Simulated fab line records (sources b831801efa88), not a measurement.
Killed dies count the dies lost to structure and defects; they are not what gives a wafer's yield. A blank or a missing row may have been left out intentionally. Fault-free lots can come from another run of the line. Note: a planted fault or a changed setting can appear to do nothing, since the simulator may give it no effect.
What tool caused it? / flow sky130 / 18 wafers from 6 lots sampled at 2 of the route's 708 steps

== WHAT THE GAUGES READ, wafer by wafer ==
SKY_NWELL_TW_MEAS_26.
lot=L469; measured=day 6 04:05; on=film metro-01; NWELL_2_TW=502 498 501
lot=L472; measured=day 7 01:53; on=film metro-01; NWELL_2_TW=501 504 502
lot=L474; measured=day 7 09:13; on=film metro-03; NWELL_2_TW=609 611 607
lot=L482; measured=day 9 12:20; on=film metro-03; NWELL_2_TW=493 491 493
lot=L487; measured=day 10 13:21; on=film metro-02; NWELL_2_TW=501 498 498
lot=L489; measured=day 11 05:54; on=film metro-02; NWELL_2_TW=498 501 501

== EACH LOT AND THE TOOL THAT RAN IT (in order: tool; ch and the chambers of the sampled wafers; start) ==
lot=L469; SKY_NWELL_IMPLANT_24=implanter-02 ch 0, day 6 03:51
lot=L472; SKY_NWELL_IMPLANT_24=implanter-04 ch 0, day 7 01:39
lot=L474; SKY_NWELL_IMPLANT_24=implanter-01 ch 0, day 7 08:42
lot=L482; SKY_NWELL_IMPLANT_24=implanter-02 ch 0, day 9 12:05
lot=L487; SKY_NWELL_IMPLANT_24=implanter-02 ch 0, day 10 13:08
lot=L489; SKY_NWELL_IMPLANT_24=implanter-01 ch 0, day 11 05:41
- SKY_NWELL_IMPLANT_24

== THE ANSWER, worked out from the rows above alone ==
Rule: what is usual is taken from the lots themselves. The widest of any qualifying gaps counts: lots, ordered by their means at a reading, are off when they make up no more than a third of the lots, leave a main group of 4 or more, and stand apart from it by 3 or more times the standard deviation of that group's means. Not used: any main group whose means are identical at the precision the tables above print for the reading. A lot without any number at a reading at which 4 lots or more have one is off too. Where the step has rows for the other lots, those lots are counted as sound.
Off: at SKY_NWELL_TW_MEAS_26 (NWELL_2_TW), L474. The main group has a mean of 499 with a standard deviation of 3.4.
If a tool, at a process step before that reading, ran all the lots that are off and no sound lot after the first of them, it fits. Gauges at SKY_NWELL_TW_MEAS_26: tried the same way as those tools. No candidate that was tried fits.

== WHAT THE SIMULATOR HAD PUT IN ==
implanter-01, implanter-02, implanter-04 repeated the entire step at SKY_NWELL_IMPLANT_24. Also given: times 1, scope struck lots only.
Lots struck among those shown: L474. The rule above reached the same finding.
